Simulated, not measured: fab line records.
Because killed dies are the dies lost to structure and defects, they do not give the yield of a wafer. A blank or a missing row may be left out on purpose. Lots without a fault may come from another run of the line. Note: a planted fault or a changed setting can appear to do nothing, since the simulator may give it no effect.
Which of the tools did it?	flow gf180mcu	24 lots with 72 wafers sampled at 6 steps, on a route of 602 steps

== WHAT EACH GAUGE READ, for each wafer ==
GF_PASSIVATION_THK_MEAS_03. Usual: for PASSIVATION_CVD_02_THK the level is 701 nm and the standard deviation is 8.8.
lot	measured	on	PASSIVATION_CVD_02_THK (nm)	flag
L074	day 28 11:02	film-metro-01	694 704 703	
L076	day 28 16:34	film-metro-01	687 703 693	
L075	day 28 16:49	film-metro-01	703 710 723	
L077	day 29 11:17	film-metro-02	692 708 713	
L078	day 29 18:24	film-metro-02	698 714 712	
L079	day 30 01:14	film-metro-02	694 710 700	
L081	day 30 08:38	film-metro-02	701 698 713	
L080	day 30 13:25	film-metro-01	694 706 700	
L082	day 30 20:41	film-metro-01	694 701 709	
L083	day 31 03:11	film-metro-04	691 690 708	
L084	day 31 06:59	film-metro-01	699 690 704	
L085	day 31 16:56	film-metro-04	694 707 710	
L086	day 31 19:18	film-metro-04	704 721 713	
L087	day 32 02:41	film-metro-01	683 692 683	
L088	day 32 05:20	film-metro-01	684 701 703	
L089	day 32 12:52	film-metro-04	710 687 714	
L090	day 32 18:36	film-metro-01	698 697 712	
L091	day 33 03:41	film-metro-02	705 714 711	
L092	day 33 07:05	film-metro-01	696 696 700	
L093	day 33 07:46	film-metro-02	699 711 707	
L094	day 33 17:43	film-metro-04	681 681 704	
L095	day 33 18:05	film-metro-04	708 700 711	
L096	day 34 03:11	film-metro-02	693 703 703	
L097	day 34 07:16	film-metro-04	687 699 707	

== WHAT TOOL EACH LOT RAN ON (gives the tool, then ch and the chambers of the sampled wafers, and finally the start) ==
lot	GF_M2_METAL_ETCH_16	GF_MIM_SPUTTER_09	GF_M5_STRIP_11	GF_V5_ETCH_17	GF_V5_STRIP_18
L074	rie-metal-03 ch 0,1, day 19 13:15	pvd-sputter-02, day 24 20:49	plasma-asher-01 ch 0,1, day 26 15:11	rie-diel-02 ch 1,3, day 27 12:35 or earlier	plasma-asher-01 ch 0,1, day 27 12:35
L076	rie-metal-01 ch 0,1, day 19 19:58	pvd-sputter-04, day 25 01:41	plasma-asher-04 ch 0,1, day 26 20:49	rie-diel-02 ch 0,2,3, day 27 18:19 or earlier	plasma-asher-04 ch 0,1, day 27 18:19
L075	rie-metal-01 ch 0,1, day 19 21:39	pvd-sputter-01, day 25 02:41	plasma-asher-01 ch 0,1, day 26 21:08	rie-diel-01 ch 0,3, day 27 18:44 or earlier	plasma-asher-04 ch 0,1, day 27 18:44
L077	rie-metal-04 ch 0,1, day 20 17:51	pvd-sputter-02, day 25 21:49	plasma-asher-01 ch 0,1, day 27 15:38	rie-diel-03 ch 0,1, day 28 13:08 or earlier	plasma-asher-01 ch 0,1, day 28 13:08
L078	rie-metal-03 ch 0,1, day 21 05:53	pvd-sputter-04, day 26 06:59	plasma-asher-01 ch 0, day 28 00:18	rie-diel-02 ch 1,2,3, day 28 20:36 or earlier	plasma-asher-03 ch 0,1, day 28 20:36
L079	rie-metal-01 ch 0,1, day 21 14:02	pvd-sputter-04, day 26 14:03	plasma-asher-01 ch 0,1, day 28 06:47	rie-diel-02 ch 0,1, day 29 03:57 or earlier	plasma-asher-04 ch 0,1, day 29 03:57
L081	rie-metal-03 ch 0,1, day 21 21:23	pvd-sputter-01, day 26 21:44	plasma-asher-01 ch 0,1, day 28 14:11	rie-diel-03 ch 0,3, day 29 11:14 or earlier	plasma-asher-04 ch 0,1, day 29 11:14
L080	rie-metal-01 ch 0,1, day 22 03:16	pvd-sputter-01, day 27 02:11	plasma-asher-04 ch 0,1, day 28 18:44	rie-diel-02 ch 0,1,3, day 29 15:28 or earlier	plasma-asher-01 ch 0,1, day 29 15:28
L082	rie-metal-04 ch 1, day 22 13:41	pvd-sputter-04, day 27 11:17	plasma-asher-04 ch 1, day 29 03:14	rie-diel-02 ch 1,3, day 29 23:36 or earlier	plasma-asher-01 ch 0,1, day 29 23:36
L083	rie-metal-03 ch 0,1, day 22 21:39	pvd-sputter-01, day 27 18:13	plasma-asher-02 ch 0,1, day 29 09:38	rie-diel-03 ch 1,2,3, day 30 06:05 or earlier	plasma-asher-04 ch 0,1, day 30 06:05
L084	rie-metal-03 ch 0,1, day 23 06:53	pvd-sputter-04, day 28 01:05	plasma-asher-01 ch 1, day 29 14:20	rie-diel-03 ch 1,2, day 30 10:24 or earlier	plasma-asher-03 ch 0,1, day 30 10:24
L085	rie-metal-01 ch 0,1, day 23 14:48	pvd-sputter-04, day 28 10:41	plasma-asher-01 ch 0,1, day 30 00:42	rie-diel-03 ch 0,3, day 30 20:26 or earlier	plasma-asher-01 ch 0,1, day 30 20:26
L086	rie-metal-03 ch 0,1, day 23 18:22	pvd-sputter-04, day 28 12:53	plasma-asher-01 ch 0,1, day 30 03:12	rie-diel-01 ch 0,2,3, day 30 22:58 or earlier	plasma-asher-03 ch 0,1, day 30 22:58
L087	rie-metal-01 ch 0,1, day 24 02:53	pvd-sputter-01, day 28 20:12	plasma-asher-04 ch 0,1, day 30 10:38	rie-diel-02 ch 0,1,2, day 31 06:23 or earlier	plasma-asher-04 ch 0,1, day 31 06:23
L088	rie-metal-04 ch 0,1, day 24 05:23	pvd-sputter-02, day 28 22:50	plasma-asher-02 ch 0,1, day 30 14:07	rie-diel-01 ch 0,2,3, day 31 09:23 or earlier	plasma-asher-03 ch 0,1, day 31 09:23
L089	rie-metal-03 ch 0,1, day 24 18:14	pvd-sputter-04, day 29 08:12	plasma-asher-01 ch 0,1, day 30 22:34	rie-diel-02 ch 0,2,3, day 31 17:38 or earlier	plasma-asher-04 ch 0,1, day 31 17:38
L090	rie-metal-04 ch 1, day 25 00:41	pvd-sputter-02, day 29 14:57	plasma-asher-01 ch 0,1, day 31 03:56	rie-diel-01 ch 0,3, day 31 23:17 or earlier	plasma-asher-01 ch 1, day 31 23:17
L091	rie-metal-03 ch 0,1, day 25 11:43	pvd-sputter-04, day 30 01:46	plasma-asher-02 ch 0,1, day 31 14:09	rie-diel-01 ch 0,1,3, day 32 08:29 or earlier	plasma-asher-01 ch 0,1, day 32 08:29
L092	rie-metal-03 ch 0,1, day 25 15:31	pvd-sputter-01, day 30 05:01	plasma-asher-02 ch 0,1, day 31 17:54	rie-diel-01 ch 0,1,3, day 32 12:16 or earlier	plasma-asher-01 ch 0,1, day 32 12:16
L093	rie-metal-03 ch 0,1, day 25 18:35	pvd-sputter-02, day 30 06:56	plasma-asher-04 ch 0,1, day 31 19:07	rie-diel-03 ch 1,2,3, day 32 13:36 or earlier	plasma-asher-01 ch 1, day 32 13:36
L094	rie-metal-03 ch 0, day 26 07:14	pvd-sputter-02, day 30 16:45	plasma-asher-04 ch 0,1, day 32 05:01	rie-diel-02 ch 2,3, day 32 22:59 or earlier	plasma-asher-03 ch 0,1, day 32 22:59
L095	rie-metal-01 ch 0,1, day 26 07:21	pvd-sputter-04, day 30 18:53	plasma-asher-04 ch 0, day 32 06:14	rie-diel-01 ch 0,1,2, day 32 23:45 or earlier	plasma-asher-04 ch 1, day 32 23:45
L096	rie-metal-04 ch 0,1, day 26 17:26	pvd-sputter-01, day 31 04:52	plasma-asher-01 ch 0,1, day 32 15:37	rie-diel-01 ch 0,1,3, day 33 09:28 or earlier	plasma-asher-04 ch 0,1, day 33 09:28
L097	rie-metal-04 ch 0,1, day 27 01:23	pvd-sputter-04, day 31 10:01	plasma-asher-01 ch 0,1, day 32 19:32	rie-diel-02 ch 0,1,3, day 33 12:50 or earlier	plasma-asher-04 ch 0,1, day 33 12:50
- GF_M2_METAL_ETCH_16: etches the open film in Cl2/BCl3, stops on SiO2, target depth 627.5 nm, time 104.6 s.
- GF_MIM_SPUTTER_09: material TiN, target thk 35 nm, time 29.2 s.
- GF_M5_STRIP_11: strips in O2/N2.
- GF_V5_ETCH_17: etches SiO2 in C4F8/O2/Ar, stops on TiN, target depth 855 nm.
- GF_V5_STRIP_18: strips in O2/N2.

== WHAT THE TOOLS THEMSELVES READ (means of the sampled wafers that have a number; where no wafer has one, the mark that the record gives instead) ==
GF_M2_METAL_ETCH_16. Usual: drypump-motor-current-A 5.9 A, standard deviation 0.35; oes-product-au 0.972 a.u., standard deviation 0.0064; throttle-valve-pct 28.249 %, standard deviation 0.0093.
lot	tool	drypump-motor-current-A (A)	oes-product-au (a.u.)	throttle-valve-pct (%)	flag
L074	rie-metal-03	5.9	0.978	28.235	
L076	rie-metal-01	6.3	0.974	28.249	
L075	rie-metal-01	6.4	0.982	28.246	
L077	rie-metal-04	5.4	0.978	28.251	
L078	rie-metal-03	5.9	0.979	28.247	
L079	rie-metal-01	6.3	0.975	28.240	
L081	rie-metal-03	5.9	0.972	28.256	
L080	rie-metal-01	6.3	0.978	28.240	
L082	rie-metal-04	5.4	0.973	28.252	
L083	rie-metal-03	5.9	0.974	28.243	
L084	rie-metal-03	5.9	0.980	28.250	
L085	rie-metal-01	6.4	0.966	28.239	
L086	rie-metal-03	5.9	0.971	28.250	
L087	rie-metal-01	6.3	0.976	28.247	
L088	rie-metal-04	5.5	0.973	28.257	
L089	rie-metal-03	5.9	0.969	28.244	
L090	rie-metal-04	5.4	0.971	28.247	
L091	rie-metal-03	5.9	0.968	28.246	
L092	rie-metal-03	5.9	0.970	28.249	
L093	rie-metal-03	5.8	0.968	28.255	
L094	rie-metal-03	5.8	0.964	28.251	
L095	rie-metal-01	6.4	0.972	28.250	
L096	rie-metal-04	5.5	0.972	28.252	
L097	rie-metal-04	5.4	0.972	28.246	

GF_MIM_SPUTTER_09. Usual: throttle-valve-pct 30.0 %, standard deviation 1.2.
lot	tool	throttle-valve-pct (%)	flag
L074	pvd-sputter-02	29.4	
L076	pvd-sputter-04	30.6	
L075	pvd-sputter-01	30.5	
L077	pvd-sputter-02	29.3	
L078	pvd-sputter-04	29.8	
L079	pvd-sputter-04	29.5	
L081	pvd-sputter-01	30.6	
L080	pvd-sputter-01	29.3	
L082	pvd-sputter-04	30.6	
L083	pvd-sputter-01	29.9	
L084	pvd-sputter-04	29.4	
L085	pvd-sputter-04	29.5	
L086	pvd-sputter-04	31.1	
L087	pvd-sputter-01	29.2	
L088	pvd-sputter-02	29.1	
L089	pvd-sputter-04	29.7	
L090	pvd-sputter-02	29.3	
L091	pvd-sputter-04	29.6	
L092	pvd-sputter-01	29.4	
L093	pvd-sputter-02	29.6	
L094	pvd-sputter-02	29.1	
L095	pvd-sputter-04	30.0	
L096	pvd-sputter-01	30.0	
L097	pvd-sputter-04	29.9	

GF_M5_STRIP_11. Usual: drypump-motor-current-A 5.9 A, standard deviation 0.61; heater-power-w 354 W, standard deviation 37; oes-product-au 0.544 a.u., standard deviation 0.0048; platen-temp-c 250.00 C, standard deviation 0.17; strip-time-to-endpoint-s 7.55 s, standard deviation 0.044.
lot	tool	drypump-motor-current-A (A)	heater-power-w (W)	oes-product-au (a.u.)	platen-temp-c (C)	strip-time-to-endpoint-s (s)	flag
L074	plasma-asher-01	6.4	376	0.542	250.04	7.49	
L076	plasma-asher-04	5.7	321	0.544	249.99	7.60	
L075	plasma-asher-01	6.1	387	0.548	250.01	7.55	
L077	plasma-asher-01	6.1	389	0.545	249.94	7.58	
L078	plasma-asher-01	5.8	406	0.543	249.95	7.57	
L079	plasma-asher-01	6.1	393	0.543	249.99	7.50	
L081	plasma-asher-01	6.1	391	0.540	250.08	7.51	
L080	plasma-asher-04	5.2	315	0.548	249.80	7.59	
L082	plasma-asher-04	4.8	320	0.545	249.85	7.54	
L083	plasma-asher-02	5.4	317	0.544	250.29	7.52	
L084	plasma-asher-01	6.6	362	0.540	249.97	7.50	
L085	plasma-asher-01	6.4	376	0.540	250.10	7.53	
L086	plasma-asher-01	6.1	387	0.542	250.18	7.54	
L087	plasma-asher-04	5.7	325	0.545	250.03	7.60	
L088	plasma-asher-02	5.7	309	0.545	249.97	7.55	
L089	plasma-asher-01	6.3	376	0.541	250.10	7.55	
L090	plasma-asher-01	6.1	386	0.544	249.97	7.53	
L091	plasma-asher-02	5.7	311	0.548	250.11	7.56	
L092	plasma-asher-02	5.4	317	0.543	250.11	7.54	
L093	plasma-asher-04	5.7	327	0.542	249.84	7.51	
L094	plasma-asher-04	5.2	322	0.543	250.17	7.53	
L095	plasma-asher-04	6.1	332	0.545	249.93	7.57	
L096	plasma-asher-01	6.1	392	0.541	249.94	7.56	
L097	plasma-asher-01	6.4	375	0.538	249.81	7.51	

GF_V5_ETCH_17. Usual: oes-product-au 0.860 a.u., standard deviation 0.0047.
lot	tool	oes-product-au (a.u.)	flag
L074	rie-diel-02	0.856	
L076	rie-diel-02	0.860	
L075	rie-diel-01	0.858	
L077	rie-diel-03	0.860	
L078	rie-diel-02	0.859	
L079	rie-diel-02	0.858	
L081	rie-diel-03	0.862	
L080	rie-diel-02	0.859	
L082	rie-diel-02	0.863	
L083	rie-diel-03	0.857	
L084	rie-diel-03	0.860	
L085	rie-diel-03	0.861	
L086	rie-diel-01	0.860	
L087	rie-diel-02	0.860	
L088	rie-diel-01	0.865	
L089	rie-diel-02	0.861	
L090	rie-diel-01	0.860	
L091	rie-diel-01	0.861	
L092	rie-diel-01	0.861	
L093	rie-diel-03	0.861	
L094	rie-diel-02	0.862	
L095	rie-diel-01	0.857	
L096	rie-diel-01	0.858	
L097	rie-diel-02	0.855	

GF_V5_STRIP_18. Usual: drypump-motor-current-A 5.8 A, standard deviation 0.62; heater-power-w 348 W, standard deviation 33; oes-product-au 0.566 a.u., standard deviation 0.0048; platen-temp-c 250.01 C, standard deviation 0.18.
lot	tool	drypump-motor-current-A (A)	heater-power-w (W)	oes-product-au (a.u.)	platen-temp-c (C)	flag
L074	plasma-asher-01	6.1	386	0.564	249.65	
L076	plasma-asher-04	5.7	323	0.563	249.97	
L075	plasma-asher-04	5.7	325	0.563	250.07	
L077	plasma-asher-01	6.3	378	0.564	249.94	
L078	plasma-asher-03	5.8	337	0.563	250.07	
L079	plasma-asher-04	5.2	323	0.569	249.90	
L081	plasma-asher-04	5.7	330	0.566	250.07	
L080	plasma-asher-01	6.1	395	0.566	250.06	
L082	plasma-asher-01	6.1	393	0.572	250.06	
L083	plasma-asher-04	5.3	319	0.567	250.03	
L084	plasma-asher-03	5.7	327	0.568	250.10	
L085	plasma-asher-01	6.1	391	0.565	250.18	
L086	plasma-asher-03	5.7	329	0.571	250.09	
L087	plasma-asher-04	5.2	318	0.569	250.15	
L088	plasma-asher-03	5.7	325	0.572	249.88	
L089	plasma-asher-04	5.2	323	0.570	249.92	
L090	plasma-asher-01	6.6	364	0.565	249.92	
L091	plasma-asher-01	6.1	392	0.563	250.07	
L092	plasma-asher-01	6.1	392	0.569	250.13	
L093	plasma-asher-01	6.7	358	0.566	249.82	
L094	plasma-asher-03	5.8	332	0.568	250.02	
L095	plasma-asher-04	4.8	317	0.571	250.13	
L096	plasma-asher-04	5.7	326	0.565	250.06	
L097	plasma-asher-04	5.2	323	0.566	250.02	

== THE ANSWER, worked out from the rows above alone ==
Rule: a lot counts as off when the mean over its wafers that have a number is more than 3 standard deviations away from the usual mean. Also off: a lot with no number at a reading for which 4 or more lots have one. Where the step has rows for the other lots, those lots are counted as sound. After the gauges, taken in route order, come the tools' own readings; for these a lot's mean is taken, as printed above. The first step at which some lot is off is used, and at that step the reading that is off furthest; a lot without a number counts as furthest.
No lot is off at any reading shown: from this, nothing can be told.

== WHAT THE SIMULATOR PUT IN ==
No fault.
